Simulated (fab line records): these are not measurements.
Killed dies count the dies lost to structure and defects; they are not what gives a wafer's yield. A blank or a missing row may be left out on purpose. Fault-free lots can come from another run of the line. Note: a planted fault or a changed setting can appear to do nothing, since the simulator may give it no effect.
A struck lot beside a sound one + flow sky130 + 14 steps out of a route of 708
Sound: the wafers L276.1, L276.2, L276.3. Wafers struck: L272.1, L272.3, L272.5. At the end, the cause is stated.
At each step with rows: each side's tool, then ch and its chambers, then its first start. Under that, the readings that differ: sound wafers + struck wafers + difference of the means + sigmas: that difference in standard deviations of wafers without a fault.
alike: words and numbers the same on both sides, and readings whose means are apart by under 2 such deviations; not compared: readings that were withheld, readings missing a value for some wafer, numbers with overlapping values and no deviation given by the record, and bounds like >300 which may hide the same value.
A row with sigmas, a row that says differs or no value, or rows on one side alone: a step with any of these is where the two part. Numbers that have no deviation but don't overlap get no sigmas and don't part them. A reading missing from all wafers of one side parts the sides only when that side holds two or more wafers.

first, 7 steps without rows for these wafers: SKY_LDD_N_DEHYDRATE_00 (time 60 s); SKY_LDD_N_HMDS_01 (prime time 60 s); SKY_LDD_N_COAT_02 (resist thk 300 nm); SKY_LDD_N_SOFTBAKE_03 (time 60 s); SKY_LDD_N_EXPOSE_04 (exposes mask NTM, target cd 840 nm); SKY_LDD_N_PEB_05; SKY_LDD_N_DEVELOP_06 (develop time 60 s).
SKY_LDD_N_OVL_MEAS_07:
  sound on overlay-01, day 24 22:37; struck on overlay-01, day 22 14:04
  alike: LDD_N_OVL
then, 4 steps without rows for these wafers: SKY_LDD_N_IMPLANT_08; SKY_LDD_N_IMPLANT_09; SKY_LDD_N_IMPLANT_10; SKY_LDD_N_IMPLANT_11.
SKY_LDD_N_IMPLANT_12:
  struck on implanter-01, day 22 14:42; sound on implanter-03 ch 0, day 24 23:15
  no value came back on the struck wafers for beamEnergyKeV, beamOnS (s); on the sound wafers beamEnergyKeV reads 50.017 49.982 49.993
then, 1 step without rows for these wafers: SKY_LDD_N_IMPLANT_13.

## WHERE THEY PART
Only at SKY_LDD_N_IMPLANT_12, within this record.

WHY: whatever the simulator had introduced
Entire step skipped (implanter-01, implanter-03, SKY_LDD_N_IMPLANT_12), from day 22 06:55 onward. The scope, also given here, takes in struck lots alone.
